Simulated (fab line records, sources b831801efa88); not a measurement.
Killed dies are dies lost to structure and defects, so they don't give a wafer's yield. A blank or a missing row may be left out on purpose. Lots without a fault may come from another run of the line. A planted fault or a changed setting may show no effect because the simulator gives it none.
Which tool did it? | flow gf180mcu | 6 lots, 18 wafers sampled, at 3 steps of a route of 602

WHAT THE GAUGES READ, wafer by wafer
GF_V5_CD_MEAS_14: target cd 260 nm.
lot  | measured     | on        | cd_nm (nm)
L775 | day 27 16:44 | cd_sem-01 | 260.7 259.3 259.0
L779 | day 28 21:59 | cd_sem-01 | 261.7 261.1 261.4
L781 | day 29 15:59 | cd_sem-02 | 260.8 259.2 259.8
L783 | day 30 03:35 | cd_sem-02 | 258.7 261.2 259.8
L792 | day 32 12:37 | cd_sem-02 | 254.9 254.9 254.6 254.9 255.1 254.4
L797 | day 33 19:28 | cd_sem-02 | 262.4 260.8 263.0

WHICH TOOL RAN EACH LOT (tool, then ch and the chambers of the sampled wafers, then the start)
lot  | GF_V4_CVD_02                    | GF_V5_COAT_09
L775 | pecvd-04 ch 0,1,2, day 24 01:27 | litho_track-01 ch 0, day 27 06:00
L779 | pecvd-01 ch 0,1,2, day 25 09:05 | litho_track-03 ch 0, day 28 11:00
L781 | pecvd-03 ch 1,2, day 26 05:06   | litho_track-04 ch 0, day 29 05:00
L783 | pecvd-03 ch 0,1, day 26 15:46   | litho_track-03 ch 0, day 29 18:00
L792 | pecvd-04 ch 0,1,2, day 29 09:34 | litho_track-03 ch 0, day 32 04:00
L797 | pecvd-01 ch 0,1, day 30 20:34   | litho_track-01 ch 0, day 33 11:00
- GF_V4_CVD_02: deposits SiO2 from TEOS, target thk 850 nm, time 94.851 s.
- GF_V5_COAT_09: resist thk 1000 nm.

THE ANSWER, worked out from the rows above alone
Rule: what is usual is taken from the lots themselves. Put in order of their means at a reading, lots are off if they are a third of the lots or fewer, leave a main group of 4 or more, and stand apart from it by a gap of 3 or more times the standard deviation of the main group's means; of several such gaps the widest counts. A main group whose means are all the same, to the digits that the tables above print for the reading, isn't used. A lot without any number at a reading at which 4 lots or more have one is off too. The other lots that the step has rows for count as sound.
Off: L792, at GF_V5_CD_MEAS_14 (cd_nm). The main group: mean 260.6 nm, standard deviation 0.96.
A tool fits if, at a process step before that reading, it ran every lot that is off, and no sound lot after the first of them. The gauges at GF_V5_CD_MEAS_14 are tried like those tools. Can't be told from this: 2 tools fit, pecvd-04 at GF_V4_CVD_02, litho_track-03 at GF_V5_COAT_09.

WHAT THE SIMULATOR HAD PUT IN
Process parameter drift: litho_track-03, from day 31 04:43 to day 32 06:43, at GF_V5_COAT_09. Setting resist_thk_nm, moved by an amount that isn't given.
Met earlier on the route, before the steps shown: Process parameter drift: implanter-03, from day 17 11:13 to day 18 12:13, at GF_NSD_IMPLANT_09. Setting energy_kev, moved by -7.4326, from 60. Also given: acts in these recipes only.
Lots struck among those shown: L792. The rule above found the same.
